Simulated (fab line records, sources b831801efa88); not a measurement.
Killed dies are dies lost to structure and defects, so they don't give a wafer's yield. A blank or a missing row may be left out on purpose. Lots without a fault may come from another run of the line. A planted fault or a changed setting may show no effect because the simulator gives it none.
Which tool did it? | flow gf180mcu | 6 lots, 18 wafers sampled, at 3 steps of a route of 602

WHAT THE GAUGES READ, wafer by wafer
GF_M1_CD_MEAS_14: target cd 230 nm.
lot  | measured     | on        | cd_nm (nm)
L355 | day 17 06:46 | cd_sem-02 | 232.0 231.5 232.0
L357 | day 18 04:11 | cd_sem-02 | 229.7 228.7 227.1
L361 | day 20 04:21 | cd_sem-02 | 229.1 228.6 227.5
L363 | day 20 12:32 | cd_sem-01 | 230.0 229.3 228.4
L367 | day 22 00:58 | cd_sem-02 | 228.6 228.1 220.2
L376 | day 25 01:25 | cd_sem-02 | 229.6 229.3 227.0

WHICH TOOL RAN EACH LOT (tool, then ch and the chambers of the sampled wafers, then the start)
lot  | GF_M1_SPUTTER_00             | GF_M1_EXPOSE_11
L355 | pvd_sputter-03, day 16 09:10 | krf_scanner-01 ch 0, day 16 20:25
L357 | pvd_sputter-01, day 17 04:38 | krf_scanner-01 ch 0, day 17 16:49
L361 | pvd_sputter-01, day 18 20:55 | krf_scanner-02 ch 0, day 19 15:52
L363 | pvd_sputter-03, day 19 12:52 | krf_scanner-02 ch 0, day 20 01:26
L367 | pvd_sputter-01, day 21 00:48 | krf_scanner-02 ch 0, day 21 12:39
L376 | pvd_sputter-02, day 24 03:40 | krf_scanner-02 ch 0, day 24 14:41
- GF_M1_SPUTTER_00: material Ti, target thk 37.5 nm, time 150 s.
- GF_M1_EXPOSE_11: exposes mask Metal1, target cd 230 nm.

THE ANSWER, worked out from the rows above alone
Rule: what is usual is taken from the lots themselves. Put in order of their means at a reading, lots are off if they are a third of the lots or fewer, leave a main group of 4 or more, and stand apart from it by a gap of 3 or more times the standard deviation of the main group's means; of several such gaps the widest counts. A main group whose means are all the same, to the digits that the tables above print for the reading, isn't used. A lot without any number at a reading at which 4 lots or more have one is off too. The other lots that the step has rows for count as sound.
No lot is off at any reading shown: from this, nothing can be told.

WHAT THE SIMULATOR HAD PUT IN
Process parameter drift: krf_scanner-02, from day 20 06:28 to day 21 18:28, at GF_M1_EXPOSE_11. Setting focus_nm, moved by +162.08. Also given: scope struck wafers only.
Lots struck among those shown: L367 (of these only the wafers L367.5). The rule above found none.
